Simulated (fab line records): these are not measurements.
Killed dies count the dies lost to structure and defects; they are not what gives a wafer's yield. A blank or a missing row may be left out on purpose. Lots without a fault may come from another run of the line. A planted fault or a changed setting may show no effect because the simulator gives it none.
fab line records + flow sky130
record:
- lots: 5
- wafers: 15
- last_day: 50
route steps=708 shown METAL3@555 PAD_OPEN@708
lots that met no fault: from a run of the same line without faults
start_h: the number of hours between the record's first day and the start of the first shown wafer of the lot + wait_h: hours elapsed since this lot's preceding step + " repeats the value in the row above + L1.1+2: a single row standing in for several wafers + - no value present, or no start provided + * or withheld: withheld + < > ~ a bound
route shown NAME@n: NAME is a module with steps in the file, n the number in the route of the first one + usual: average and standard deviation across the fault-free wafers + same: alike in all rows + chamber/n: place in a boat + sites: readings site by site + _std_site: the values' standard deviation + _edge_site: inner sites' mean taken away from outer sites' mean + radius_mm: for every site, how far away it sits from the centre of the wafer + mask NAME#n: copy n + behind: the tool/chamber that last shaped the wafer + hold: reason for holding the lot/hours on hold/outcome of the hold + device: names the non-switching transistor (n, p or np) + end of line: tests of these same wafers at the route's end + a step with no rows: only its recipe + killed: at the first sort, the dies lost to defects and structure; wafer yield is something else + map: a wafer's dies, x killed, . not, _ none there
set.NAME: the run value of the setting; set.NAME@STEP: its run value at that earlier step + model.NAME: the simulator's own value behind a step, which no gauge read
lots at some steps of the route; a table a step, a row a wafer
services: a tool's chamber out of use, with start hour (start_h, from the record's first day; less than 0 if before it), hours out, and reason
== steps ==
step: SKY_METAL3_DEHYDRATE_05
recipe:
- temp_c: 200
- time_s: 60
step: SKY_METAL3_HMDS_06
recipe:
- prime_time_s: 60
- prime_temp_c: 120
step: SKY_METAL3_COAT_07
recipe:
- resist: BARC
- temp_c: withheld
- time_s: withheld
- spin_rpm: 3000
- resist_thk_nm: 60
step: SKY_METAL3_COAT_08
recipe:
- resist: KrF-thick
- spin_rpm: 3000
- resist_thk_nm: 1140
step: SKY_METAL3_SOFTBAKE_09
recipe:
- temp_c: 100
- time_s: 90
- resist: KrF-thick
step: SKY_METAL3_EXPOSE_10
recipe:
- mask_id: MM3
- na: 0.68
- source_shape: annular
- sigma_inner: 0.4
- sigma_outer: 0.8
- target_cd_nm: 300
- dose_mj: 28
step: SKY_METAL3_PEB_11
recipe:
- peb_temp_c: withheld
- peb_time_s: withheld
- resist: KrF-thick
step: SKY_METAL3_DEVELOP_12
recipe:
- develop_time_s: 57.97
- resist: KrF-thick
- dev_temp_c: 21
step: SKY_METAL3_CD_MEAS_13
recipe:
- target_cd_nm: 300
usual:
- cd_nm: 300.1/1.3
| lot.wafer | tool      | chamber | start_h | wait_h | cd_nm |
|-----------|-----------|---------|---------|--------|-------|
| L636.1    | cd_sem-02 | -       | 935.76  | -      | 298.9 |
| L636.3    | "         | -       | "       | "      | 299.9 |
| L636.6    | "         | -       | "       | "      | 298.6 |
| L644.1    | cd_sem-01 | -       | 977.23  | -      | 300.5 |
| L644.2    | "         | -       | "       | "      | 301.7 |
| L644.5    | "         | -       | "       | "      | 301.2 |
| L652.2    | cd_sem-02 | -       | 1033.83 | -      | 297.9 |
| L652.5    | "         | -       | "       | "      | 298.4 |
| L652.6    | "         | -       | "       | "      | 298.4 |
| L654.1    | cd_sem-01 | -       | 1043.56 | -      | 300.7 |
| L654.3    | "         | -       | "       | "      | 300.6 |
| L654.5    | "         | -       | "       | "      | 298.8 |
| L656.2    | cd_sem-01 | -       | 1050.30 | -      | 301.0 |
| L656.4    | "         | -       | "       | "      | 300.6 |
| L656.5    | "         | -       | "       | "      | 301.0 |
step: SKY_METAL3_OVL_MEAS_14
usual:
- METAL3_OVL: 4/6.2
| lot.wafer | tool       | chamber | start_h | wait_h | METAL3_OVL[nm] |
|-----------|------------|---------|---------|--------|----------------|
| L636.1    | overlay-01 | -       | 935.88  | 0.1    | 4              |
| L636.3    | "          | -       | "       | "      | -5             |
| L636.6    | "          | -       | "       | "      | 11             |
| L644.1    | overlay-01 | -       | 977.35  | 0.1    | 2              |
| L644.2    | "          | -       | "       | "      | 9              |
| L644.5    | "          | -       | "       | "      | 0              |
| L652.2    | overlay-02 | -       | 1033.93 | 0.1    | -9             |
| L652.5    | "          | -       | "       | "      | -5             |
| L652.6    | "          | -       | "       | "      | -10            |
| L654.1    | overlay-01 | -       | 1043.68 | 0.1    | 2              |
| L654.3    | "          | -       | "       | "      | -9             |
| L654.5    | "          | -       | "       | "      | -1             |
| L656.2    | overlay-01 | -       | 1050.40 | 0.1    | 5              |
| L656.4    | "          | -       | "       | "      | -8             |
| L656.5    | "          | -       | "       | "      | -3             |
step: SKY_METAL3_DESCUM_15
recipe:
- chemistry: O2
- source_power_w: 150
- bias_power_w: 0
- pressure_mtorr: 10
- temp_c: 40
- time_s: 8
usual:
- drypump_motor_current_A: 5.72/0.27
- oes_product_au: 0.996/0.01
same:
- time_s: 8
| lot.wafer | tool         | chamber | start_h | wait_h | drypump_motor_current_A | oes_product_au | rf_hours_counter_h |
|-----------|--------------|---------|---------|--------|-------------------------|----------------|--------------------|
| L636.1    | rie_metal-04 | 1       | 935.91  | 0.0    | 5.83                    | 0.996          | 3                  |
| L636.3    | "            | 0       | "       | "      | 5.39                    | 0.995          | -                  |
| L636.6    | "            | 1       | "       | "      | 5.82                    | 1.000          | -                  |
| L644.1    | rie_metal-01 | 1       | 977.38  | 0.0    | 5.52                    | 1.001          | 2                  |
| L644.2    | "            | 0       | "       | "      | 6.16                    | 1.019          | 6                  |
| L644.5    | "            | 1       | "       | "      | 5.49                    | 1.003          | -                  |
| L652.2    | rie_metal-01 | 0       | 1033.96 | 0.0    | 6.15                    | 1.011          | 8                  |
| L652.5    | "            | 1       | "       | "      | 5.51                    | 0.988          | -                  |
| L652.6    | "            | 0       | "       | "      | 6.15                    | 1.004          | -                  |
| L654.1    | rie_metal-01 | 0       | 1043.71 | 0.0    | 6.14                    | 1.020          | 9                  |
| L654.3    | "            | 1       | "       | "      | 5.50                    | 0.985          | -                  |
| L654.5    | "            | 0       | "       | "      | 6.17                    | 1.009          | -                  |
| L656.2    | rie_metal-01 | 0       | 1050.43 | 0.0    | 6.12                    | 1.002          | 9                  |
| L656.4    | "            | 0       | "       | "      | 6.13                    | 1.009          | -                  |
| L656.5    | "            | 1       | "       | "      | 5.48                    | 0.994          | -                  |
step: SKY_METAL3_ETCH_16
recipe:
- chemistry: N2/H2
- target: BARC
- ion_energy_ev: 200
- bias_w: 100
- pressure_mtorr: 30
- n2_flow_sccm: 100
- h2_flow_sccm: 200
- icp_w: 500
- stop_on: SiO2
- time_s: 88.2
- target_depth_a: 600
usual:
- bias_w: 99.97/0.29
- drypump_motor_current_A: 5.72/0.27
- h2_flow_sccm: 199.9/0.58
- n2_flow_sccm: 100.0/0.31
- oes_product_au: 0.626/0.0047
- throttle_valve_pct: 13.204/0.0088
same:
- time_s: 88.2
| lot.wafer | tool         | chamber | start_h | wait_h | bias_w | drypump_motor_current_A | h2_flow_sccm | n2_flow_sccm | oes_product_au | rf_hours_counter_h | throttle_valve_pct |
|-----------|--------------|---------|---------|--------|--------|-------------------------|--------------|--------------|----------------|--------------------|--------------------|
| L636.1    | rie_metal-04 | 1       | 935.94  | 0.0    | 100.11 | 5.79                    | 199.8        | 99.7         | 0.629          | 3                  | 13.206             |
| L636.3    | "            | 0       | "       | "      | 99.68  | 5.41                    | 199.5        | 99.3         | 0.626          | -                  | 13.201             |
| L636.6    | "            | 1       | "       | "      | 100.16 | 5.80                    | 200.4        | 99.4         | 0.638          | -                  | 13.197             |
| L644.1    | rie_metal-01 | 1       | 977.42  | 0.0    | 99.92  | 5.51                    | 200.0        | 100.2        | 0.630          | 2                  | 13.208             |
| L644.2    | "            | 0       | "       | "      | 99.77  | 6.11                    | 199.4        | 100.7        | 0.618          | 6                  | 13.204             |
| L644.5    | "            | 1       | "       | "      | 100.20 | 5.51                    | 200.0        | 100.1        | 0.632          | -                  | 13.201             |
| L652.2    | rie_metal-01 | 0       | 1034.00 | 0.0    | 100.22 | 6.18                    | 200.3        | 100.3        | 0.623          | 8                  | 13.195             |
| L652.5    | "            | 1       | "       | "      | 99.39  | 5.52                    | 199.8        | 100.2        | 0.635          | -                  | 13.198             |
| L652.6    | "            | 0       | "       | "      | 100.44 | 6.15                    | 200.3        | 99.9         | 0.627          | -                  | 13.198             |
| L654.1    | rie_metal-01 | 0       | 1043.75 | 0.0    | 100.39 | 6.12                    | 201.2        | 100.2        | 0.624          | 9                  | 13.207             |
| L654.3    | "            | 1       | "       | "      | 99.87  | 5.52                    | 200.9        | 100.6        | 0.622          | -                  | 13.209             |
| L654.5    | "            | 0       | "       | "      | 99.90  | 6.15                    | 200.9        | 100.2        | 0.620          | -                  | 13.224             |
| L656.2    | rie_metal-01 | 0       | 1050.47 | 0.0    | 100.07 | 6.20                    | 200.3        | 100.3        | 0.620          | 9                  | 13.209             |
| L656.4    | "            | 0       | "       | "      | 100.10 | 6.14                    | 200.7        | 100.1        | 0.626          | -                  | 13.198             |
| L656.5    | "            | 1       | "       | "      | 99.50  | 5.50                    | 200.4        | 99.6         | 0.622          | -                  | 13.198             |
step: SKY_METAL3_ETCH_17
recipe:
- target: SiO2
- stop_on: TiN
- chemistry: C4F8/O2/Ar
- source_w: 1500
- bias_w: 1200
- pressure_mtorr: 40
- c4f8_flow_sccm: withheld
- O2_flow_sccm: 6
- Ar_flow_sccm: 300
- time_s: 3.9
- target_depth_a: 150
usual:
- bias_w: 1200/3.1
- oes_product_au: 0.752/0.0075
same:
- time_s: 3.9
| lot.wafer | tool        | chamber | start_h | wait_h | bias_w | oes_product_au | rf_hours_counter_h |
|-----------|-------------|---------|---------|--------|--------|----------------|--------------------|
| L636.1    | rie_diel-03 | 1       | 936.04  | 0.1    | 1198   | 0.745          | 16                 |
| L636.3    | "           | 3       | "       | "      | 1197   | 0.742          | 20                 |
| L636.6    | "           | 3       | "       | "      | 1200   | 0.751          | -                  |
| L644.1    | rie_diel-01 | 0       | 977.51  | 0.1    | 1201   | 0.746          | 18                 |
| L644.2    | "           | 1       | "       | "      | 1163   | 0.741          | 12                 |
| L644.5    | "           | 3       | "       | "      | 1201   | 0.760          | -                  |
| L652.2    | rie_diel-04 | 1       | 1034.09 | 0.1    | 1199   | 0.760          | 10                 |
| L652.5    | "           | 0       | "       | "      | 1204   | 0.754          | -                  |
| L652.6    | "           | 3       | "       | "      | 1197   | 0.761          | -                  |
| L654.1    | rie_diel-01 | 2       | 1043.84 | 0.1    | 1197   | 0.757          | 25                 |
| L654.3    | "           | 0       | "       | "      | 1206   | 0.752          | 20                 |
| L654.5    | "           | 3       | "       | "      | 1198   | 0.757          | -                  |
| L656.2    | rie_diel-01 | 0       | 1050.56 | 0.1    | 1201   | 0.751          | 20                 |
| L656.4    | "           | 1       | "       | "      | 1194   | 0.756          | 14                 |
| L656.5    | "           | 0       | "       | "      | 1197   | 0.765          | -                  |
step: SKY_METAL3_METAL_ETCH_18
recipe:
- target_depth_a: 8450
- stop_on: SiO2
- over_etch_frac: 0.3
- time_s: 183.1
- chemistry: Cl2/BCl3
- resist_sidewall_deg: 88
- pressure_mtorr: 10
- icp_w: 900
- bias_w: 48.5
- Cl2_flow_sccm: 60
- bcl3_flow_sccm: 30
usual:
- bias_w: 48.49/0.15
- drypump_motor_current_A: 5.86/0.22
- oes_product_au: 0.867/0.0059
- throttle_valve_pct: 22.265/0.0087
same:
- time_s: 183.1
| lot.wafer | tool         | chamber | start_h | wait_h | bias_w | drypump_motor_current_A | oes_product_au | rf_hours_counter_h | throttle_valve_pct |
|-----------|--------------|---------|---------|--------|--------|-------------------------|----------------|--------------------|--------------------|
| L636.1    | rie_metal-03 | 0       | 936.06  | 0.0    | 48.34  | 5.99                    | 0.863          | 3                  | 22.272             |
| L636.3    | "            | 1       | "       | "      | 48.56  | 5.88                    | 0.862          | -                  | 22.260             |
| L636.6    | "            | 0       | "       | "      | 48.43  | 6.00                    | 0.861          | -                  | 22.269             |
| L644.1    | rie_metal-03 | 1       | 977.53  | 0.0    | 48.21  | 5.87                    | 0.866          | 9                  | 22.260             |
| L644.2    | "            | 0       | "       | "      | 48.45  | 6.02                    | 0.860          | 6                  | 22.269             |
| L644.5    | "            | 0       | "       | "      | 48.46  | 6.02                    | 0.864          | -                  | 22.251             |
| L652.2    | rie_metal-03 | 0       | 1034.11 | 0.0    | 48.52  | 6.02                    | 0.855          | 10                 | 22.268             |
| L652.5    | "            | 1       | "       | "      | 48.31  | 5.85                    | 0.869          | -                  | 22.255             |
| L652.6    | "            | 0       | "       | "      | 48.35  | 6.00                    | 0.860          | -                  | 22.255             |
| L654.1    | rie_metal-04 | 0       | 1043.86 | 0.0    | 48.39  | 5.44                    | 0.864          | 21                 | 22.282             |
| L654.3    | "            | 1       | "       | "      | 48.41  | 5.81                    | 0.864          | -                  | 22.267             |
| L654.5    | "            | 0       | "       | "      | 48.59  | 5.41                    | 0.880          | -                  | 22.261             |
| L656.2    | rie_metal-01 | 0       | 1050.58 | 0.0    | 48.53  | 6.16                    | 0.858          | 9                  | 22.264             |
| L656.4    | "            | 1       | "       | "      | 48.70  | 5.50                    | 0.861          | -                  | 22.266             |
| L656.5    | "            | 0       | "       | "      | 48.55  | 6.16                    | 0.867          | -                  | 22.279             |
step: SKY_PAD_OPEN_PROBE_99
usual:
- defect_limited_yield: 82.6/1.9
- killed_at_M0_to_M3: 43/7.1
- killed_at_M4_up: 3.0/1.6
- killed_at_contacts: 24/5.3
- killed_at_front_end: 16/4.1
- killed_at_other: 0.5/0.82
- killed_dies: 86/9.4
- killed_open: 46/6.9
- killed_short: 39/6.5
- sort_bin_3_pad_short: 0.9/0.45
- sort_bin_5_function: 10.3/1.5
- sort_bin_6_memory: 6.2/1.1
- sort_n_pass: 406/9.4
- sort_yield_pct: 82.6/1.9
same:
- gross_dies: 492
- killed_at_back_side: 0
- sort_bin_4_leakage[%]: 0
- sort_bin_8_speed[%]: 0
| lot.wafer | tool      | chamber | start_h | wait_h | defect_limited_yield[%] | killed_at_M0_to_M3 | killed_at_M4_up | killed_at_contacts | killed_at_front_end | killed_at_other | killed_dies | killed_open | killed_short | sort_bin_3_pad_short[%] | sort_bin_5_function[%] | sort_bin_6_memory[%] | sort_n_pass | sort_yield_pct[%] |
|-----------|-----------|---------|---------|--------|-------------------------|--------------------|-----------------|--------------------|---------------------|-----------------|-------------|-------------|--------------|-------------------------|------------------------|----------------------|-------------|-------------------|
| L636.1    | prober-01 | -       | 1106.52 | 0.1    | 82.3                    | 45                 | 3               | 23                 | 16                  | 0               | 87          | 44          | 43           | 0.4                     | 11.6                   | 5.7                  | 405         | 82.3              |
| L636.3    | prober-01 | -       | 1106.62 | 0.2    | 85.2                    | 32                 | 3               | 20                 | 18                  | 0               | 73          | 37          | 36           | 1.0                     | 8.1                    | 5.7                  | 419         | 85.2              |
| L636.6    | prober-01 | -       | 1106.77 | 0.2    | 83.3                    | 41                 | 4               | 20                 | 16                  | 1               | 82          | 41          | 41           | 0.4                     | 8.1                    | 8.1                  | 410         | 83.3              |
| L652.2    | prober-01 | -       | 1183.37 | 0.1    | 82.7                    | 38                 | 3               | 19                 | 25                  | 0               | 85          | 45          | 40           | 0.6                     | 11.4                   | 5.3                  | 407         | 82.7              |
| L652.5    | prober-01 | -       | 1183.52 | 0.2    | 84.8                    | 31                 | 2               | 24                 | 18                  | 0               | 75          | 43          | 32           | 0.8                     | 10.2                   | 4.3                  | 417         | 84.8              |
| L652.6    | prober-01 | -       | 1183.57 | 0.2    | 84.6                    | 30                 | 0               | 34                 | 12                  | 0               | 76          | 41          | 35           | 1.2                     | 9.3                    | 4.9                  | 416         | 84.6              |
| L656.2    | prober-01 | -       | 1196.19 | 0.1    | 82.9                    | 45                 | 3               | 16                 | 20                  | 0               | 84          | 43          | 40           | 1.0                     | 11.6                   | 4.5                  | 408         | 82.9              |
| L656.4    | prober-01 | -       | 1196.29 | 0.2    | 81.9                    | 48                 | 5               | 22                 | 13                  | 1               | 89          | 41          | 47           | 0.6                     | 11.2                   | 6.3                  | 403         | 81.9              |
| L656.5    | prober-01 | -       | 1196.34 | 0.2    | 81.9                    | 44                 | 7               | 27                 | 10                  | 1               | 89          | 55          | 33           | 1.4                     | 9.3                    | 7.3                  | 403         | 81.9              |
killed by level:class
L636.1 VIA3:geometric_particle:open=9 LI_CONTACT:geometric_particle:open=7 FIELD_ISO:geometric_particle:open=6 LOCAL_INTERCONNECT:geometric_particle:short=6 VIA1:geometric_particle:open=6 METAL2:geometric_particle:short=6 FIELD_ISO:geometric_particle:short=5 VIA1:geometric_particle:short=5
L636.3 CONTACT:geometric_particle:open=8 FIELD_ISO:geometric_particle:open=6 LI_CONTACT:geometric_particle:open=6 FIELD_ISO:geometric_particle:short=5 METAL2:geometric_particle:short=5 VIA1:geometric_particle:open=4 VIA3:geometric_particle:open=4 POLY_GATE:geometric_particle:short=3
L636.6 POLY_GATE:geometric_particle:open=7 CONTACT:geometric_particle:open=7 VIA1:geometric_particle:open=7 VIA2:geometric_particle:open=6 LOCAL_INTERCONNECT:geometric_particle:short=5 VIA3:geometric_particle:short=5 METAL2:geometric_particle:short=4 CONTACT:geometric_particle:short=4
L652.2 VIA1:geometric_particle:open=10 POLY_GATE:geometric_particle:short=9 CONTACT:geometric_particle:open=8 VIA1:geometric_particle:short=7 FIELD_ISO:geometric_particle:short=6 VIA2:geometric_particle:open=6 VIA3:geometric_particle:open=6 POLY_GATE:geometric_particle:open=4
L652.5 VIA1:geometric_particle:open=11 CONTACT:geometric_particle:open=8 METAL1:geometric_particle:short=5 LI_CONTACT:geometric_particle:open=4 LI_CONTACT:geometric_particle:short=4 CONTACT:geometric_particle:short=4 FIELD_ISO:geometric_particle:open=3 FIELD_ISO:geometric_particle:short=3
L652.6 CONTACT:geometric_particle:open=13 LOCAL_INTERCONNECT:geometric_particle:short=8 VIA1:geometric_particle:open=7 POLY_GATE:geometric_particle:short=6 LI_CONTACT:geometric_particle:open=6 VIA3:geometric_particle:open=4 VIA1:geometric_particle:short=4 CONTACT:geometric_particle:short=3
L656.2 FIELD_ISO:geometric_particle:open=9 VIA1:geometric_particle:open=9 CONTACT:geometric_particle:open=7 METAL2:geometric_particle:short=7 FIELD_ISO:geometric_particle:short=6 VIA3:geometric_particle:short=6 VIA3:geometric_particle:open=5 CONTACT:geometric_particle:short=4
L656.4 VIA1:geometric_particle:short=11 LI_CONTACT:geometric_particle:open=9 VIA1:geometric_particle:open=7 METAL2:geometric_particle:short=7 VIA2:geometric_particle:open=7 VIA3:geometric_particle:open=7 CONTACT:geometric_particle:open=5 FIELD_ISO:geometric_particle:open=4
L656.5 VIA1:geometric_particle:open=14 LI_CONTACT:geometric_particle:open=10 CONTACT:geometric_particle:open=10 METAL1:geometric_particle:short=7 METAL4:geometric_particle:short=7 VIA2:geometric_particle:open=6 METAL2:geometric_particle:short=5 FIELD_ISO:geometric_particle:open=3
== services ==
| tool         | chamber | start_h | hours | kind           |
|--------------|---------|---------|-------|----------------|
| rie_diel-04  | 3       | 917.56  | 2.6   | repair         |
| rie_diel-03  | 2       | 922.08  | 7.6   | repair         |
| rie_diel-01  | 1       | 923.72  | 35.9  | repair         |
| rie_metal-01 | 1       | 924.87  | -     | clean          |
| rie_metal-01 | 1       | 924.87  | 24.3  | scheduled_down |
| rie_metal-01 | 1       | 924.87  | 24.3  | vent_cycle     |
| rie_diel-01  | 3       | 929.30  | 3.8   | repair         |
| rie_metal-01 | -       | 937.59  | 0.2   | repair         |
| rie_diel-03  | 0       | 940.57  | 6.7   | repair         |
| rie_metal-04 | -       | 942.68  | 8.9   | repair         |
| rie_diel-04  | 2       | 955.73  | 6.2   | repair         |
| rie_diel-03  | 1       | 986.50  | 19.7  | repair         |
| rie_diel-03  | 0       | 1002.15 | 3.8   | repair         |
| rie_metal-03 | -       | 1008.49 | 0.6   | repair         |
| rie_diel-01  | 2       | 1009.52 | 1.7   | repair         |
| rie_diel-01  | 2       | 1024.27 | 2.8   | repair         |
| rie_metal-03 | -       | 1047.00 | 14.6  | pm             |
== key ==
first_sign:
- step: SKY_METAL3_ETCH_17
- reading: bias_w
- direction: down
- sigmas: 12
- usual: 1200
- struck: 1163
effect none on later readings
met_at SKY_METAL3_ETCH_17
struck_wafers L644.2
fault:
- kind: process_parameter_drift
- tool: rie_diel-01
- chamber: 1
- onset_h: 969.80
- steps: SKY_METAL3_ETCH_17
- channel: bias_w
- offset: -39.371
- shape: step
- end_h: 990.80
- acts_in: these_recipes_only
- stated: 1200
